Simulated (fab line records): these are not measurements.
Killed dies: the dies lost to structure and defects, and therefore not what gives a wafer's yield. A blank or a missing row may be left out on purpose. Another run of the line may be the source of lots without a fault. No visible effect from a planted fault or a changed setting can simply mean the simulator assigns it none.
Which tool did it? | flow gf180mcu | Sampling: 12 lots, 36 wafers, 4 of 602 route steps

## WHAT THE GAUGES READ, wafer by wafer
GF_V3_THK_MEAS_03. Usual: V3_CVD_02_THK typically reads 850 nm, with standard deviation 12.
lot  | measured     | on            | V3_CVD_02_THK (nm) | flag
L883 | day 21 09:44 | film_metro-01 | 857 835 856        |
L884 | day 21 20:10 | film_metro-04 | 860 858 866        |
L886 | day 22 22:10 | film_metro-03 | 834 857 859        |
L893 | day 24 22:19 | film_metro-01 | 836 844 860        |
L894 | day 25 12:21 | film_metro-01 | 841 870 847        |
L897 | day 26 11:37 | film_metro-01 | 852 851 864        |
L898 | day 26 15:55 | film_metro-01 | 852 859 870        |
L902 | day 27 16:36 | film_metro-03 | 841 849 839        |
L903 | day 28 01:35 | film_metro-04 | 861 872 873        |
L904 | day 28 10:32 | film_metro-04 | 823 821 849        |
L905 | day 28 17:05 | film_metro-03 | 824 831 848        |
L906 | day 29 00:50 | film_metro-01 | 831 824 843        |

GF_V3_CD_MEAS_14: target cd 260 nm. Usual: cd_nm 260.3 nm, standard deviation 1.4.
lot  | measured     | on        | cd_nm (nm)        | flag
L883 | day 22 09:15 | cd_sem-02 | 258.9 259.8 259.4 |
L884 | day 22 19:56 | cd_sem-01 | 260.3 260.4 259.6 |
L886 | day 23 21:25 | cd_sem-01 | 262.3 262.8 262.8 |
L893 | day 25 20:14 | cd_sem-01 | 269.0 264.1 266.1 | OFF
L894 | day 26 09:35 | cd_sem-02 | 268.6 270.6 270.1 | OFF
L897 | day 27 09:10 | cd_sem-02 | 259.3 260.0 258.8 |
L898 | day 27 12:23 | cd_sem-01 | 260.4 260.0 262.7 |
L902 | day 28 12:40 | cd_sem-01 | 259.8 259.5 260.4 |
L903 | day 28 21:04 | cd_sem-02 | 259.5 260.5 260.6 |
L904 | day 29 05:59 | cd_sem-02 | 258.3 260.5 259.6 |
L905 | day 29 12:33 | cd_sem-02 | 260.8 262.0 262.0 |
L906 | day 29 20:09 | cd_sem-01 | 257.8 257.9 256.7 |

GF_V3_OVL_MEAS_15. Usual: V3_OVL typically reads 4 nm, with standard deviation 5.7.
lot  | measured     | on         | V3_OVL (nm) | flag
L883 | day 22 09:22 | overlay-01 | 3 11 9      |
L884 | day 22 20:03 | overlay-01 | 10 6 9      |
L886 | day 23 21:32 | overlay-02 | -1 3 -1     |
L893 | day 25 20:21 | overlay-02 | 8 4 6       |
L894 | day 26 09:41 | overlay-01 | 6 2 -1      |
L897 | day 27 09:16 | overlay-01 | 7 0 11      |
L898 | day 27 12:30 | overlay-01 | 7 11 15     |
L902 | day 28 12:46 | overlay-02 | 10 5 3      |
L903 | day 28 21:11 | overlay-01 | -5 0 -6     |
L904 | day 29 06:07 | overlay-02 | -4 3 2      |
L905 | day 29 12:40 | overlay-02 | 11 5 3      |
L906 | day 29 20:16 | overlay-02 | 9 4 1       |

## EACH LOT AND THE TOOL THAT RAN IT (in order: tool; ch and the chambers of the sampled wafers; start)
lot  | GF_V3_EXPOSE_11
L883 | krf_scanner-02 ch 0, day 21 22:02
L884 | krf_scanner-01 ch 0, day 22 08:52
L886 | krf_scanner-02 ch 0, day 23 10:33
L893 | krf_scanner-02 ch 0, day 25 10:07
L894 | krf_scanner-02 ch 0, day 25 23:14
L897 | krf_scanner-01 ch 0, day 26 22:35
L898 | krf_scanner-01 ch 0, day 27 02:29
L902 | krf_scanner-01 ch 0, day 28 03:20
L903 | krf_scanner-01 ch 0, day 28 11:38
L904 | krf_scanner-02 ch 0, day 28 20:39
L905 | krf_scanner-01 ch 0, day 29 03:45
L906 | krf_scanner-01 ch 0, day 29 10:30
- GF_V3_EXPOSE_11: exposes mask Via3, target cd 260 nm.

## WHAT THE TOOLS THEMSELVES READ (means of the sampled wafers that have a number; where no wafer has one, the mark that the record gives instead)
GF_V3_EXPOSE_11. Usual: exposure_dose_mJ_cm2 37.97, standard deviation 0.044.
lot  | tool           | exposure_dose_mJ_cm2 | flag
L883 | krf_scanner-02 | 37.98                |
L884 | krf_scanner-01 | 38.02                |
L886 | krf_scanner-02 | 37.92                |
L893 | krf_scanner-02 | 37.41                | OFF
L894 | krf_scanner-02 | 37.13                | OFF
L897 | krf_scanner-01 | 37.96                |
L898 | krf_scanner-01 | 38.01                |
L902 | krf_scanner-01 | 38.03                |
L903 | krf_scanner-01 | 37.94                |
L904 | krf_scanner-02 | 37.95                |
L905 | krf_scanner-01 | 37.96                |
L906 | krf_scanner-01 | 38.03                |

## THE ANSWER, worked out from the rows above alone
Rule: lot off if the mean of its wafers having a number is beyond 3 standard deviations from the usual mean. Also off: a lot with no number at a reading for which 4 or more lots have one. All remaining lots with rows at the step are treated as sound. After the gauges, taken in route order, come the tools' own readings; for these a lot's mean is taken, as printed above. The first step at which some lot is off is used, and at that step the reading that is off furthest; a lot without a number counts as furthest.
Off at GF_V3_CD_MEAS_14 (cd_nm): L893, L894.
A tool fits if, at a process step before that reading, it ran every lot that is off, and no sound lot after the first of them. The gauges at GF_V3_CD_MEAS_14 aren't tried: what is off there is off at GF_V3_EXPOSE_11 too, on other tools, and a gauge's error can't cause that. Of those tried, none fits.

## WHAT WAS PUT IN BY THE SIMULATOR
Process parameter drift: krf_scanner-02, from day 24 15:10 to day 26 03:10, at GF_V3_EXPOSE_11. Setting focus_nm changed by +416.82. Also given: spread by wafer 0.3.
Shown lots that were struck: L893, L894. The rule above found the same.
